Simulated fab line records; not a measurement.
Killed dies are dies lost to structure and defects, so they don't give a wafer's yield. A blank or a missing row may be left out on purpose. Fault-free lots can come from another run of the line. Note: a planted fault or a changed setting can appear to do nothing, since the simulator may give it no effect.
What tool caused it? | flow sky130 | 30 wafers from 10 lots sampled at 7 of the route's 708 steps

== WHAT THE GAUGES SHOWED, per wafer ==
SKY_SD_P_TW_MEAS_11. Usual: SD_P_TW 2839, standard deviation 14.
lot  | measured     | on            | SD_P_TW        | flag
L831 | day 26 08:54 | film metro-04 | 2852 2844 2850 |
L833 | day 27 00:20 | film metro-01 | 2815 2821 2822 |
L836 | day 28 04:28 | film metro-02 | 2853 2843 2842 |
L838 | day 29 19:00 | film metro-04 | 2845 2843 2845 |
L840 | day 30 05:23 | film metro-04 | 2851 2842 2844 |
L845 | day 31 07:50 | film metro-01 | 2773 2771 2788 | OFF
L846 | day 31 13:22 | film metro-01 | 2777 2783 2765 | OFF
L847 | day 31 20:29 | film metro-02 | 2855 2854 2842 |
L852 | day 33 06:22 | film metro-01 | 2847 2847 2837 |
L853 | day 33 15:03 | film metro-01 | 2855 2858 2854 |

SKY_SD_N_OVL_MEAS_08. Usual: SD_N_OVL -0.1 nm, standard deviation 1.5.
lot  | measured     | on         | SD_N_OVL (nm)  | flag
L831 | day 28 20:49 | overlay-02 | 0.3 0.9 -0.4   |
L833 | day 29 10:45 | overlay-02 | -0.4 1.5 0.1   |
L836 | day 30 13:53 | overlay-02 | 0.7 1.0 3.2    |
L838 | day 32 01:30 | overlay-02 | -2.2 -0.5 -1.0 |
L840 | day 32 12:12 | overlay-01 | -0.8 -0.5 0.0  |
L845 | day 33 13:52 | overlay-02 | 3.4 1.2 0.6    |
L846 | day 33 18:13 | overlay-01 | -2.2 -2.8 -2.1 |
L847 | day 34 01:22 | overlay-02 | -1.4 -0.3 -0.1 |
L852 | day 35 11:19 | overlay-02 | 1.5 -0.5 -1.0  |
L853 | day 35 19:33 | overlay-02 | 0.6 1.0 -0.2   |

SKY_SD_N_RS_MEAS_17: a four-point-probe measurement. Usual: SD_P_RS 147.0 ohm/sq, standard deviation 0.36.
lot  | measured     | on            | SD_P_RS (ohm/sq)  | flag
L831 | day 28 21:40 | film metro-01 | 147.0 147.1 147.0 |
L833 | day 29 11:35 | film metro-04 | 147.0 147.6 147.7 |
L836 | day 30 14:44 | film metro-02 | 146.8 146.5 146.6 |
L838 | day 32 02:23 | film metro-01 | 147.0 146.9 146.6 |
L840 | day 32 13:05 | film metro-01 | 146.7 146.7 146.7 |
L845 | day 33 14:47 | film metro-02 | 152.4 152.5 151.9 | OFF
L846 | day 33 19:08 | film metro-04 | 152.4 152.3 151.9 | OFF
L847 | day 34 02:14 | film metro-01 | 146.9 146.6 147.0 |
L852 | day 35 12:11 | film metro-04 | 146.5 147.1 146.7 |
L853 | day 35 20:23 | film metro-02 | 146.7 146.6 146.5 |

== TOOL THAT RAN EACH LOT (tool first, then ch and the chambers of the sampled wafers, then the start) ==
lot  | SKY_LDD_HVN_STRIP_09                 | SKY_POLY_CUT_STRIP_12                | SKY_SD_P_IMPLANT_09             | SKY_SD_P_STRIP_10
L831 | plasma asher-02 ch 0,1, day 21 02:41 | plasma asher-01 ch 0,1, day 25 02:14 | implanter-03 ch 0, day 26 08:39 | plasma asher-02 ch 0,1, day 26 08:48
L833 | plasma asher-02 ch 0,1, day 21 19:05 | plasma asher-03 ch 0,1, day 25 18:13 | implanter-03 ch 0, day 27 00:05 | plasma asher-04 ch 1, day 27 00:14
L836 | plasma asher-01 ch 0,1, day 23 03:34 | plasma asher-01 ch 0,1, day 27 00:19 | implanter-04 ch 0, day 28 04:15 | plasma asher-01 ch 0,1, day 28 04:23
L838 | plasma asher-01 ch 0,1, day 24 18:19 | plasma asher-01 ch 0,1, day 28 13:31 | implanter-01 ch 0, day 29 18:45 | plasma asher-04 ch 0,1, day 29 18:54
L840 | plasma asher-04 ch 0,1, day 25 02:29 | plasma asher-01 ch 0,1, day 29 00:25 | implanter-03 ch 0, day 30 05:08 | plasma asher-04 ch 0,1, day 30 05:17
L845 | plasma asher-02 ch 0,1, day 26 07:22 | plasma asher-01 ch 0, day 30 02:50   | implanter-03 ch 0, day 31 07:36 | plasma asher-02 ch 1, day 31 07:44
L846 | plasma asher-02 ch 0,1, day 26 15:52 | plasma asher-01 ch 0,1, day 30 09:20 | implanter-03 ch 0, day 31 13:08 | plasma asher-02 ch 0,1, day 31 13:15
L847 | plasma asher-01 ch 0,1, day 26 23:53 | plasma asher-01 ch 0,1, day 30 16:22 | implanter-04 ch 0, day 31 20:15 | plasma asher-01 ch 0,1, day 31 20:23
L852 | plasma asher-04 ch 1, day 28 13:20   | plasma asher-03 ch 0,1, day 32 04:32 | implanter-01 ch 0, day 33 06:08 | plasma asher-02 ch 0,1, day 33 06:15
L853 | plasma asher-02 ch 0,1, day 28 22:37 | plasma asher-03 ch 1, day 32 12:50   | implanter-04 ch 0, day 33 14:48 | plasma asher-04 ch 0,1, day 33 14:57
- SKY_LDD_HVN_STRIP_09: strips in O2/N2.
- SKY_POLY_CUT_STRIP_12: strips in O2/N2.
- SKY_SD_P_IMPLANT_09
- SKY_SD_P_STRIP_10: strips in O2/N2.

== AS READ BY THE TOOLS THEMSELVES (means over the sampled wafers that have a number; for cases with no such wafer, the mark the record gives instead) ==
SKY_LDD_HVN_STRIP_09. Usual: drypump motor current A 6.0 A, standard deviation 0.56; oes product au 0.408 a.u., standard deviation 0.004; strip time to endpoint s 4.136 s, standard deviation 0.015.
lot  | tool            | drypump motor current A (A) | oes product au (a.u.) | strip time to endpoint s (s) | flag
L831 | plasma asher-02 | 6.1                         | 0.410                 | 4.143                        |
L833 | plasma asher-02 | 6.1                         | 0.407                 | 4.147                        |
L836 | plasma asher-01 | 6.2                         | 0.404                 | 4.130                        |
L838 | plasma asher-01 | 6.0                         | 0.412                 | 4.139                        |
L840 | plasma asher-04 | 6.3                         | 0.412                 | 4.128                        |
L845 | plasma asher-02 | 6.1                         | 0.409                 | 4.140                        |
L846 | plasma asher-02 | 5.6                         | 0.408                 | 4.136                        |
L847 | plasma asher-01 | 6.2                         | 0.408                 | 4.141                        |
L852 | plasma asher-04 | 6.0                         | 0.408                 | 4.130                        |
L853 | plasma asher-02 | 5.6                         | 0.410                 | 4.136                        |

SKY_POLY_CUT_STRIP_12. Usual: drypump motor current A 6.1 A, standard deviation 0.34; oes product au 0.453 a.u., standard deviation 0.005; strip time to endpoint s 5.361 s, standard deviation 0.019.
lot  | tool            | drypump motor current A (A) | oes product au (a.u.) | strip time to endpoint s (s) | flag
L831 | plasma asher-01 | 6.2                         | 0.453                 | 5.346                        |
L833 | plasma asher-03 | 5.8                         | 0.454                 | 5.377                        |
L836 | plasma asher-01 | 6.2                         | 0.450                 | 5.354                        |
L838 | plasma asher-01 | 6.2                         | 0.455                 | 5.367                        |
L840 | plasma asher-01 | 6.0                         | 0.457                 | 5.368                        |
L845 | plasma asher-01 | 6.5                         | 0.452                 | 5.353                        |
L846 | plasma asher-01 | 5.9                         | 0.453                 | 5.388                        |
L847 | plasma asher-01 | 5.9                         | 0.453                 | 5.378                        |
L852 | plasma asher-03 | 5.8                         | 0.455                 | 5.344                        |
L853 | plasma asher-03 | 5.7                         | 0.454                 | 5.376                        |

SKY_SD_P_IMPLANT_09. Usual: beam energy keV reads 20.000 (standard deviation 0.0063).
lot  | tool         | beam energy keV | flag
L831 | implanter-03 | 19.999          |
L833 | implanter-03 | 20.000          |
L836 | implanter-04 | 20.006          |
L838 | implanter-01 | 20.003          |
L840 | implanter-03 | 19.999          |
L845 | implanter-03 | 18.657          | OFF
L846 | implanter-03 | 18.659          | OFF
L847 | implanter-04 | 19.996          |
L852 | implanter-01 | 19.994          |
L853 | implanter-04 | 20.001          |

SKY_SD_P_STRIP_10. Usual: drypump motor current A 6.1 A, standard deviation 0.53; oes product au 0.617 a.u., standard deviation 0.0049; strip time to endpoint s 17.51 s, standard deviation 0.041.
lot  | tool            | drypump motor current A (A) | oes product au (a.u.) | strip time to endpoint s (s) | flag
L831 | plasma asher-02 | 5.6                         | 0.620                 | 17.56                        |
L833 | plasma asher-04 | 6.0                         | 0.617                 | 17.54                        |
L836 | plasma asher-01 | 6.0                         | 0.614                 | 17.53                        |
L838 | plasma asher-04 | 6.3                         | 0.619                 | 17.51                        |
L840 | plasma asher-04 | 6.2                         | 0.624                 | 17.54                        |
L845 | plasma asher-02 | 6.6                         | 0.620                 | 17.28                        | OFF
L846 | plasma asher-02 | 5.6                         | 0.626                 | 17.38                        | OFF
L847 | plasma asher-01 | 6.0                         | 0.618                 | 17.51                        |
L852 | plasma asher-02 | 5.6                         | 0.619                 | 17.51                        |
L853 | plasma asher-04 | 6.3                         | 0.617                 | 17.47                        |

== THE ANSWER, worked out from the rows above alone ==
Rule: a lot is off if the mean of its wafers that have a number lies more than 3 standard deviations from the usual mean. A lot without any number at a reading at which 4 lots or more have one is off too. The other lots that the step has rows for count as sound. Order of review: gauges by route order, followed by the tools' own readings, for which a lot's mean as printed above is used. The first step at which some lot is off is used, and at that step the reading that is off furthest; a lot without a number counts as furthest.
Off: at SKY_SD_P_TW_MEAS_11 (SD_P_TW), L845, L846.
If a tool, at a process step before that reading, ran all the lots that are off and no sound lot after the first of them, it fits. The gauges at SKY_SD_P_TW_MEAS_11 aren't tried: what is off there is off at SKY_SD_N_RS_MEAS_17 too, on other tools, and a gauge's error can't cause that. One candidate fits, namely implanter-03 at SKY_SD_P_IMPLANT_09. A fault onset in the window from L840 (day 30 05:08, its last sound lot) to L845 (day 31 07:36, its first lot off) fits.
On the lots that are off, the tool's own readings at SKY_SD_P_IMPLANT_09 differ by more than 5 times the standard deviation of the sound lots' means, which bears it out; beam energy keV reads 18.658 there versus 20.000 on the sound lots.

== WHAT THE SIMULATOR HAD PUT IN ==
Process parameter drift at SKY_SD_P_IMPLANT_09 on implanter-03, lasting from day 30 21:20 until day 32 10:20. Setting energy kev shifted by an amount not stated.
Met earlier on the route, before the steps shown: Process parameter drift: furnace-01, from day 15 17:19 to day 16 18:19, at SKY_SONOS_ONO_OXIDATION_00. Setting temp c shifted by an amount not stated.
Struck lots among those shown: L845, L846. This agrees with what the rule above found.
